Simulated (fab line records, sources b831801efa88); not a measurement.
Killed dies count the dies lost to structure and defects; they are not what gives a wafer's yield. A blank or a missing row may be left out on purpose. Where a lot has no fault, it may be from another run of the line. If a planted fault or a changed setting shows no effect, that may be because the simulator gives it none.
fab line records | flow sky130
record: lots: 12 wafers: 36 last_day: 50
route steps=708 shown GATE_OXIDE@194 CONTACT@420 VIA3@587 CAP2M@606 PAD_OPEN@708
lots with no fault: from the same line, run without faults
start_h: the number of hours between the record's first day and the start of the first shown wafer of the lot | wait_h: hours since the lot's step before | " as in the row above | L1.1+2: a single row standing in for several wafers | - no value, or no start given | * or withheld: withheld | < > ~ a bound
route shown NAME@n: names a module that has steps shown in the file, with the first one's number in the route | usual: mean and standard deviation over wafers with no fault | same: alike in all rows | chamber/n: place in a boat | sites: per-site readings | _std_site: the standard deviation of these | _edge_site: inner sites' mean taken away from outer sites' mean | radius_mm: how far each site lies from the wafer's centre | mask NAME#n: copy n | behind: tool/chamber where the wafer was last shaped | hold: why the lot went on hold/how many hours it stayed there/how the hold came to an end | device: the transistor (n, p or np) that didn't switch | end of line: the route-end tests of the same wafers | step lacking rows: just its recipe | killed: dies that structure and defects cost at the first sort, which is not the same as the wafer's yield | map: a wafer's dies, marking killed ones x, the rest . and places with no die _
set.NAME: setting as actually run; set.NAME@STEP: the setting as run at that earlier step | model.NAME: the simulator's own value behind a step, which no gauge read
the route's steps for a sample of lots (tables are steps, rows are wafers)
services: when a tool's chamber went out of use (start_h, in hours from the record's first day, below 0 if earlier), for how many hours, and the reason
== steps ==
step: SKY_GATE_OXIDE_EXPOSE_07
recipe: mask_id: LVOM na: 0.6 source_shape: conventional sigma_outer: 0.6 polarization: unpolarized target_cd_nm: 600 dose_mj: 170
same: na: 0.6
columns lot.wafer tool chamber start_h wait_h mask
L262.3+5+6 iline_stepper-02 0 314.89 - LVOM#0
L263.2+3+5 iline_stepper-02 0 314.99 - LVOM#0
L264.2+3+4 iline_stepper-01 0 323.39 - LVOM#0
L265.2+4+6 iline_stepper-01 0 327.77 - LVOM#0
L267.1+2+4 iline_stepper-02 0 345.22 - LVOM#0
L269.1+5+6 iline_stepper-02 0 359.81 - LVOM#0
L270.1+3+6 iline_stepper-02 0 370.37 - NWM#0
L280.3+4+6 iline_stepper-02 0 461.06 - LVOM#0
L281.1+5+6 iline_stepper-02 0 465.44 - LVOM#0
L282.1+4+5 iline_stepper-01 0 475.30 - LVOM#0
L283.1+2+5 iline_stepper-01 0 480.32 - LVOM#0
L284.3+5+6 iline_stepper-02 0 488.62 - LVOM#0
step: SKY_GATE_OXIDE_OVL_MEAS_10
usual: GATE_OXIDE_OVL: -0.7/1.3
columns lot.wafer tool chamber start_h wait_h GATE_OXIDE_OVL[nm]
L262.3 overlay-01 - 327.53 0.1 0.5
L262.5 " - " " -1.4
L262.6 " - " " -1.2
L263.2 overlay-01 - 328.05 0.1 -3.0
L263.3 " - " " -0.2
L263.5 " - " " -2.8
L264.2 overlay-01 - 336.25 0.1 -2.5
L264.3 " - " " -0.6
L264.4 " - " " -0.6
L265.2 overlay-01 - 340.98 0.1 1.1
L265.4 " - " " 2.7
L265.6 " - " " -0.2
L267.1 overlay-01 - 358.72 0.1 1.1
L267.2 " - " " -0.9
L267.4 " - " " 0.5
L269.1 overlay-02 - 373.52 0.1 -1.5
L269.5 " - " " -0.7
L269.6 " - " " -0.5
L270.1 overlay-01 - 384.65 0.1 -
L270.3 " - " " -
L270.6 " - " " -
L280.3 overlay-01 - 476.07 0.1 -0.8
L280.4 " - " " -1.0
L280.6 " - " " -1.1
L281.1 overlay-01 - 480.24 0.1 0.3
L281.5 " - " " -1.6
L281.6 " - " " -0.5
L282.1 overlay-02 - 491.14 0.1 -0.2
L282.4 " - " " -2.8
L282.5 " - " " -1.7
L283.1 overlay-01 - 495.10 0.1 0.6
L283.2 " - " " 3.0
L283.5 " - " " -0.6
L284.3 overlay-01 - 503.72 0.1 -0.4
L284.5 " - " " -1.2
L284.6 " - " " -1.0
step: SKY_GATE_OXIDE_TW_MEAS_14
usual: GATE_OXIDE_TW: 225.9/2.5
columns lot.wafer tool chamber start_h wait_h GATE_OXIDE_TW
L262.3 film_metro-02 - 327.93 0.1 229.3
L262.5 " - " " 229.7
L262.6 " - " " 229.9
L263.2 film_metro-02 - 328.44 0.1 230.4
L263.3 " - " " 229.5
L263.5 " - " " 229.7
L264.2 film_metro-02 - 336.64 0.1 228.1
L264.3 " - " " 227.9
L264.4 " - " " 228.4
L265.2 film_metro-04 - 341.37 0.1 222.5
L265.4 " - " " 222.5
L265.6 " - " " 224.1
L267.1 film_metro-04 - 359.11 0.1 222.8
L267.2 " - " " 224.7
L267.4 " - " " 222.5
L269.1 film_metro-04 - 373.91 0.1 224.1
L269.5 " - " " 224.6
L269.6 " - " " 225.0
L270.1 film_metro-04 - 385.04 0.1 29.8
L270.3 " - " " 29.8
L270.6 " - " " 29.9
L280.3 film_metro-02 - 476.47 0.1 229.8
L280.4 " - " " 229.3
L280.6 " - " " 228.8
L281.1 film_metro-03 - 480.63 0.1 225.2
L281.5 " - " " 226.0
L281.6 " - " " 225.4
L282.1 film_metro-02 - 491.53 0.1 226.5
L282.4 " - " " 228.2
L282.5 " - " " 228.3
L283.1 film_metro-04 - 495.49 0.1 223.5
L283.2 " - " " 222.9
L283.5 " - " " 223.9
L284.3 film_metro-02 - 504.13 0.1 228.5
L284.5 " - " " 228.9
L284.6 " - " " 228.8
step: SKY_CONTACT_CD_MEAS_14
recipe: target_cd_nm: 170
usual: cd_nm: 169.6/1.3
columns lot.wafer tool chamber start_h wait_h cd_nm
L262.3 cd_sem-02 - 752.13 - 170.3
L262.5 " - " " 169.9
L262.6 " - " " 171.0
L263.2 cd_sem-02 - 755.51 - 169.2
L263.3 " - " " 168.9
L263.5 " - " " 170.0
L264.2 cd_sem-01 - 760.26 - 170.7
L264.3 " - " " 169.6
L264.4 " - " " 171.3
L265.2 cd_sem-01 - 766.46 - 168.1
L265.4 " - " " 169.4
L265.6 " - " " 168.1
L267.1 cd_sem-01 - 785.61 - 167.8
L267.2 " - " " 168.9
L267.4 " - " " 170.1
L269.1 cd_sem-01 - 796.81 - 169.6
L269.5 " - " " 169.8
L269.6 " - " " 169.0
L280.3 cd_sem-01 - 886.45 - 169.7
L280.4 " - " " 170.4
L280.6 " - " " 168.4
L281.1 cd_sem-01 - 891.72 - 170.0
L281.5 " - " " 169.4
L281.6 " - " " 169.1
L282.1 cd_sem-02 - 895.06 - 170.0
L282.4 " - " " 169.9
L282.5 " - " " 170.4
L283.1 cd_sem-01 - 901.74 - 168.8
L283.2 " - " " 170.0
L283.5 " - " " 167.9
L284.3 cd_sem-02 - 906.68 - 170.4
L284.5 " - " " 170.8
L284.6 " - " " 171.9
step: SKY_VIA3_ETCH_14
recipe: chemistry: N2/H2 target: BARC ion_energy_ev: 200 source_w: 500 bias_w: 100 pressure_mtorr: 30 n2_flow_sccm: 100 h2_flow_sccm: 200 stop_on: SiO2 time_s: 45.9 target_depth_a: 600
usual: drypump_motor_current_A: 5.8/0.62 oes_product_au: 0.855/0.0045 throttle_valve_pct: 13.226/0.0087
columns lot.wafer tool chamber start_h wait_h drypump_motor_current_A oes_product_au rf_hours_counter_h throttle_valve_pct
L262.3 rie_diel-03 2 943.75 0.0 5.1 0.852 21 13.242
L262.5 " 0 " " 6.6 0.841 - 13.214
L262.6 " 1 " " 5.8 0.851 - 13.235
L263.2 rie_diel-03 3 947.46 0.0 4.6 0.855 2 13.224
L263.3 " 2 " " 5.1 0.845 21 13.239
L263.5 " 0 " " 6.5 0.856 - 13.235
L264.2 rie_diel-04 1 953.91 0.0 6.1 0.858 19 13.231
L264.3 " 2 " " 5.3 0.857 6 13.231
L264.4 " 3 " " 6.6 0.858 19 13.227
L265.2 rie_diel-03 0 956.20 0.0 6.6 0.851 6 13.222
L265.4 " 2 " " 5.1 0.857 21 13.232
L265.6 " 0 " " 6.6 0.853 - 13.228
L267.1 rie_diel-01 1 975.01 0.0 6.0 0.853 13 13.217
L267.2 " 3 " " 5.7 0.857 0 13.231
L267.4 " 0 " " 6.7 0.851 16 13.226
L269.1 rie_diel-01 0 983.25 0.0 6.6 0.848 17 13.219
L269.5 " 3 " " 5.7 0.858 - 13.204
L269.6 " 0 " " 6.6 0.858 - 13.222
L280.3 rie_diel-04 1 1063.56 0.0 6.1 0.862 23 13.222
L280.4 " 2 " " 5.3 0.863 9 13.233
L280.6 " 2 " " 5.3 0.864 - 13.213
L281.1 rie_diel-01 3 1068.46 0.0 5.7 0.846 3 13.246
L281.5 " 2 " " 5.1 0.851 - 13.215
L281.6 " 3 " " 5.7 0.849 - 13.224
L282.1 rie_diel-03 0 1071.51 0.0 6.6 0.860 10 13.227
L282.4 " 3 " " 4.6 0.854 6 13.228
L282.5 " 2 " " 5.1 0.856 - 13.228
L283.1 rie_diel-04 3 1077.10 0.0 6.6 0.849 24 13.228
L283.2 " 0 " " 5.6 0.854 22 13.225
L283.5 " 2 " " 5.3 0.857 - 13.223
L284.3 rie_diel-04 3 1080.86 0.0 6.5 0.858 24 13.245
L284.5 " 3 " " 6.6 0.855 - 13.230
L284.6 " 0 " " 5.6 0.848 - 13.222
step: SKY_CAP2M_RS_MEAS_03
recipe: thk_meas_gauge: four-point-probe reads: TiN_of_CAP2M_SPUTTER_02
usual: CAP2M_TIN_RS: 6.90/0.067
columns lot.wafer tool chamber start_h wait_h CAP2M_TIN_RS[ohm/sq]
L262.3 film_metro-03 - 945.49 0.1 6.92
L262.5 " - " " 6.96
L262.6 " - " " 6.90
L263.2 film_metro-02 - 949.18 0.1 6.98
L263.3 " - " " 6.93
L263.5 " - " " 6.97
L264.2 film_metro-01 - 956.07 0.1 7.00
L264.3 " - " " 7.01
L264.4 " - " " 7.00
L265.2 film_metro-03 - 957.92 0.1 6.82
L265.4 " - " " 6.82
L265.6 " - " " 6.89
L267.1 film_metro-02 - 976.81 0.1 6.86
L267.2 " - " " 7.01
L267.4 " - " " 7.02
L269.1 film_metro-02 - 984.95 0.1 6.96
L269.5 " - " " 6.96
L269.6 " - " " 6.92
L280.3 film_metro-02 - 1065.31 0.1 6.95
L280.4 " - " " 6.79
L280.6 " - " " 6.97
L281.1 film_metro-01 - 1070.17 0.1 6.85
L281.5 " - " " 6.80
L281.6 " - " " 6.85
L282.1 film_metro-03 - 1073.22 0.1 6.81
L282.4 " - " " 6.83
L282.5 " - " " 6.77
L283.1 film_metro-03 - 1078.80 0.1 6.87
L283.2 " - " " 6.92
L283.5 " - " " 6.94
L284.3 film_metro-02 - 1082.61 0.1 6.94
L284.5 " - " " 6.86
L284.6 " - " " 6.89
step: SKY_PAD_OPEN_PROBE_99
usual: killed_at_M0_to_M3: 43/7.6 killed_at_M4_up: 2.9/1.7 killed_at_contacts: 24/5.5 killed_at_front_end: 15/4.2 killed_at_other: 0.3/0.52 killed_dies: 86/9.4 killed_on_rim: 17/4 killed_open: 47/7 killed_short: 39/6.4
same: gross_dies: 492 killed_at_back_side: 0
columns lot.wafer tool chamber start_h wait_h killed_at_M0_to_M3 killed_at_M4_up killed_at_contacts killed_at_front_end killed_at_other killed_dies killed_on_rim killed_open killed_short
L267.1 prober-02 - 1114.89 0.1 31 3 18 16 0 68 14 38 30
L267.2 prober-02 - 1114.94 0.1 47 0 30 15 0 92 20 54 38
L267.4 prober-02 - 1115.04 0.2 45 1 24 12 0 82 16 37 45
L270.1 prober-01 - 1130.64 0.1 52 7 28 404 1 492 96 63 47
L270.3 prober-01 - 1130.74 0.2 34 4 31 423 0 492 96 50 35
L270.6 prober-01 - 1130.89 0.2 38 1 32 421 0 492 96 42 41
killed by level:class
L267.1 CONTACT:geometric_particle:open=6 FIELD_ISO:geometric_particle:short=5 VIA1:geometric_particle:open=5 VIA3:geometric_particle:open=5 VIA2:geometric_particle:open=5 FIELD_ISO:geometric_particle:open=4 CONTACT:geometric_particle:short=4 METAL1:geometric_particle:short=4
L267.2 VIA1:geometric_particle:open=17 LI_CONTACT:geometric_particle:open=10 CONTACT:geometric_particle:short=8 CONTACT:geometric_particle:open=7 METAL1:geometric_particle:short=7 VIA1:geometric_particle:short=7 VIA2:geometric_particle:open=6 FIELD_ISO:geometric_particle:short=5
L267.4 VIA1:geometric_particle:open=12 LI_CONTACT:geometric_particle:short=8 METAL2:geometric_particle:short=8 VIA3:geometric_particle:open=6 LI_CONTACT:geometric_particle:open=5 CONTACT:geometric_particle:short=5 CONTACT:geometric_particle:open=5 VIA1:geometric_particle:short=5
L270.1 GATE_OXIDE:area_expose=382 VIA1:geometric_particle:open=14 VIA3:geometric_particle:open=10 LI_CONTACT:geometric_particle:open=8 FIELD_ISO:geometric_particle:short=7 CONTACT:geometric_particle:open=7 CONTACT:geometric_particle:short=6 METAL1:geometric_particle:short=6
L270.3 GATE_OXIDE:area_expose=407 LI_CONTACT:geometric_particle:open=11 CONTACT:geometric_particle:open=11 VIA3:geometric_particle:open=9 METAL2:geometric_particle:short=7 VIA1:geometric_particle:open=7 FIELD_ISO:geometric_particle:open=5 CONTACT:geometric_particle:short=5
L270.6 GATE_OXIDE:area_expose=409 CONTACT:geometric_particle:open=11 VIA3:geometric_particle:open=9 VIA1:geometric_particle:open=8 METAL1:geometric_particle:short=7 CONTACT:geometric_particle:short=7 LOCAL_INTERCONNECT:geometric_particle:short=6 POLY_GATE:geometric_particle:short=4
== services ==
columns tool chamber start_h hours kind
iline_stepper-01 - 301.11 14.5 repair
rie_diel-04 3 316.39 5.5 repair
iline_stepper-02 - 323.49 3.4 repair
iline_stepper-01 - 351.85 4.4 pm
iline_stepper-01 - 358.82 1.7 pm
iline_stepper-02 - 380.75 1.7 pm
rie_diel-03 2 389.40 8.9 repair
iline_stepper-02 - 454.93 1.9 repair
rie_diel-04 1 460.00 9.6 repair
iline_stepper-02 - 474.47 7.0 repair
rie_diel-04 - 490.04 0.6 repair
iline_stepper-02 - 500.09 3.2 repair
rie_diel-03 - 515.24 2.8 pm
rie_diel-03 3 553.48 54.2 repair
rie_diel-04 2 560.43 21.9 repair
rie_diel-04 1 573.22 14.5 repair
iline_stepper-01 - 577.00 1.7 pm
iline_stepper-02 - 598.93 1.7 pm
iline_stepper-02 - 675.80 4.4 pm
iline_stepper-02 - 817.20 1.7 pm
iline_stepper-02 - 947.67 2.3 repair
iline_stepper-02 - 976.76 2.1 pm
iline_stepper-02 - 1001.79 11.0 repair
iline_stepper-02 - 1035.37 1.7 pm
== key ==
first_sign: step: SKY_GATE_OXIDE_EXPOSE_07 reading: mask direction: changed
effect: step: SKY_GATE_OXIDE_OVL_MEAS_10 reading: GATE_OXIDE_OVL direction: missing
effect: step: SKY_GATE_OXIDE_TW_MEAS_14 reading: GATE_OXIDE_TW direction: down sigmas: 79 usual: 225.9 struck: 29.8
effect: step: SKY_PAD_OPEN_PROBE_99 reading: killed_at_front_end direction: up sigmas: 95 usual: 15 struck: 416
more_kills_born_at: SKY_GATE_OXIDE_EXPOSE_07@iline_stepper-02: 1198
met_at SKY_GATE_OXIDE_EXPOSE_07
struck_lots L270
later_rows_left_out L270.1,L270.3,L270.6
tester_left_out L270
not_acting_at SKY_CONTACT_CD_MEAS_14,SKY_VIA3_ETCH_14,SKY_CAP2M_RS_MEAS_03
onset_between 359.81 370.37
fault: kind: wrong_mask tool: any chamber: - onset_h: 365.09 steps: SKY_GATE_OXIDE_EXPOSE_07 aux_copy: NWM#0 scope: struck_lots_only
tester_left_out: of these lots the tester's yield and bins aren't shown, on N5 and GAA mostly nor the transistor test; their killed dies are dies lost to structure and defects alone, not to doping, threshold or leakage, so they don't give the yield
later_rows_left_out: the simulator's readings of these wafers behind a module that went badly wrong aren't trusted and aren't shown, but for the sort
